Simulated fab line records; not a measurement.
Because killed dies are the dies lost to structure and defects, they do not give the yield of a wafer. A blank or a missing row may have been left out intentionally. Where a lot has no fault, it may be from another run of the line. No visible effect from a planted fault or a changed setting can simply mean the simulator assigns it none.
What tool caused it?    flow gf180mcu    24 lots, 72 wafers sampled, at 2 steps of a route of 602

WHAT EACH GAUGE READ, for each wafer
GF_MIM_RS_MEAS_10: measures by four-point-probe. Usual: for MIM_ALCU_RS the level is 0.1592 ohm/sq and the standard deviation is 0.0021.
lot   measured      on            MIM_ALCU_RS (ohm/sq)  flag
L074  day 25 00:39  filmMetro-01  0.1594 0.1589 0.1625  
L075  day 25 03:24  filmMetro-01  0.1590 0.1591 0.1620  
L076  day 25 10:10  filmMetro-01  0.1596 0.1584 0.1607  
L077  day 25 17:23  filmMetro-01  0.1585 0.1616 0.1588  
L078  day 25 19:22  filmMetro-01  0.1554 0.1555 0.1596  
L080  day 26 09:53  filmMetro-01  0.1564 0.1598 0.1607  
L079  day 26 10:35  filmMetro-01  0.1570 0.1625 0.1570  
L081  day 26 23:19  filmMetro-02  0.1591 0.1622 0.1597  
L082  day 27 04:03  filmMetro-04  0.1612 0.1596 0.1595  
L083  day 27 07:56  filmMetro-02  0.1567 0.1581 0.1573  
L084  day 27 18:47  filmMetro-01  0.1606 0.1620 0.1590  
L085  day 27 23:38  filmMetro-01  0.1632 0.1599 0.1602  
L086  day 28 09:04  filmMetro-01  0.1584 0.1549 0.1605  
L087  day 28 20:06  filmMetro-01  0.1598 0.1587 0.1587  
L088  day 29 00:50  filmMetro-04  0.1583 0.1582 0.1579  
L089  day 29 08:41  filmMetro-02  0.1544 0.1593 0.1621  
L090  day 29 13:05  filmMetro-01  0.1635 0.1608 0.1611  
L091  day 29 19:37  filmMetro-01  0.1621 0.1577 0.1595  
L092  day 30 03:05  filmMetro-02  0.1592 0.1584 0.1603  
L093  day 30 10:58  filmMetro-02  0.1592 0.1582 0.1546  
L094  day 30 18:55  filmMetro-01  0.1595 0.1622 0.1600  
L095  day 30 22:07  filmMetro-04  0.1585 0.1604 0.1605  
L096  day 31 06:25  filmMetro-04  0.1577 0.1572 0.1560  
L097  day 31 08:43  filmMetro-04  0.1550 0.1563 0.1566  

EACH LOT AND THE TOOL THAT RAN IT (in order: tool; ch and the chambers of the sampled wafers; start)
lot   GF_M3_METAL_ETCH_16
L074  rieMetal-01 ch 0,1, day 21 18:01
L075  rieMetal-01 ch 0,1, day 22 02:30
L076  rieMetal-02 ch 0,1, day 22 08:53
L077  rieMetal-02 ch 0,1, day 22 16:19
L078  rieMetal-02 ch 0,1, day 22 19:15
L080  rieMetal-01 ch 0,1, day 23 12:21
L079  rieMetal-02 ch 0, day 23 12:40
L081  rieMetal-02 ch 0, day 23 23:32
L082  rieMetal-02 ch 0,1, day 24 06:59
L083  rieMetal-03 ch 0,1, day 24 11:50
L084  rieMetal-03 ch 0,1, day 24 19:24
L085  rieMetal-02 ch 0,1, day 25 04:58
L086  rieMetal-02 ch 1, day 25 14:03
L087  rieMetal-03 ch 0,1, day 26 02:27
L088  rieMetal-03 ch 0,1, day 26 06:37
L089  rieMetal-02 ch 0,1, day 26 14:29
L090  rieMetal-03 ch 0,1, day 26 19:33
L091  rieMetal-01 ch 0,1, day 27 02:36
L092  rieMetal-02 ch 0,1, day 27 10:49
L093  rieMetal-02 ch 0,1, day 27 18:51
L094  rieMetal-02 ch 1, day 28 02:58
L095  rieMetal-01 ch 0, day 28 08:02
L096  rieMetal-01 ch 0, day 28 16:20
L097  rieMetal-03 ch 0,1, day 28 17:51
- GF_M3_METAL_ETCH_16: etches the open film in Cl2/BCl3, stops on SiO2, target depth 750.8 nm, time 125.1 s.

WHAT THE TOOLS THEMSELVES READ (means of the sampled wafers that have a number; where no wafer has one, the mark that the record gives instead)
GF_M3_METAL_ETCH_16. Usual: drypumpMotorCurrentA 5.7 A, standard deviation 0.41; mfcCl2Sccm 79.96 sccm, standard deviation 0.25; oesProductAu 0.988 a.u., standard deviation 0.0078; throttleValvePct 28.232 %, standard deviation 0.012.
lot   tool         drypumpMotorCurrentA (A)  mfcCl2Sccm (sccm)  oesProductAu (a.u.)  throttleValvePct (%)  flag
L074  rieMetal-01  6.1                       80.04              0.994                28.224                
L075  rieMetal-01  6.1                       79.92              0.991                28.238                
L076  rieMetal-02  5.9                       80.06              0.990                28.232                
L077  rieMetal-02  5.7                       79.98              0.992                28.225                
L078  rieMetal-02  5.9                       79.82              0.987                28.234                
L080  rieMetal-01  5.8                       79.79              0.988                28.235                
L079  rieMetal-02  6.1                       79.70              0.981                28.236                
L081  rieMetal-02  6.0                       79.82              0.982                28.232                
L082  rieMetal-02  5.7                       79.97              0.995                28.238                
L083  rieMetal-03  5.2                       80.02              0.977                28.247                
L084  rieMetal-03  5.1                       80.21              0.978                28.240                
L085  rieMetal-02  5.8                       80.23              0.993                28.223                
L086  rieMetal-02  5.6                       80.32              0.995                28.221                
L087  rieMetal-03  5.3                       79.53              0.987                28.247                
L088  rieMetal-03  5.1                       80.18              0.980                28.242                
L089  rieMetal-02  5.7                       79.67              0.995                28.228                
L090  rieMetal-03  5.3                       79.92              0.977                28.241                
L091  rieMetal-01  5.8                       79.96              0.994                28.226                
L092  rieMetal-02  5.7                       79.81              1.000                28.224                
L093  rieMetal-02  5.9                       80.08              0.988                28.225                
L094  rieMetal-02  5.6                       80.21              0.992                28.222                
L095  rieMetal-01  5.4                       80.11              0.999                28.208                
L096  rieMetal-01  5.4                       80.04              0.992                28.221                
L097  rieMetal-03  5.3                       80.23              0.985                28.243                

THE ANSWER, worked out from the rows above alone
Rule: take the mean of a lot's wafers that have a number; if it is more than 3 standard deviations from the usual mean, the lot is off. Also off: a lot with no number at a reading for which 4 or more lots have one. The other lots that the step has rows for count as sound. The gauges are gone through in route order, then the tools' own readings, and for those a lot's mean is taken as printed above. The first step at which some lot is off is used, and at that step the reading that is off furthest; a lot without a number counts as furthest.
No lot is off on any of the readings shown, so nothing can be concluded from this.

WHAT HAD BEEN PUT IN BY THE SIMULATOR
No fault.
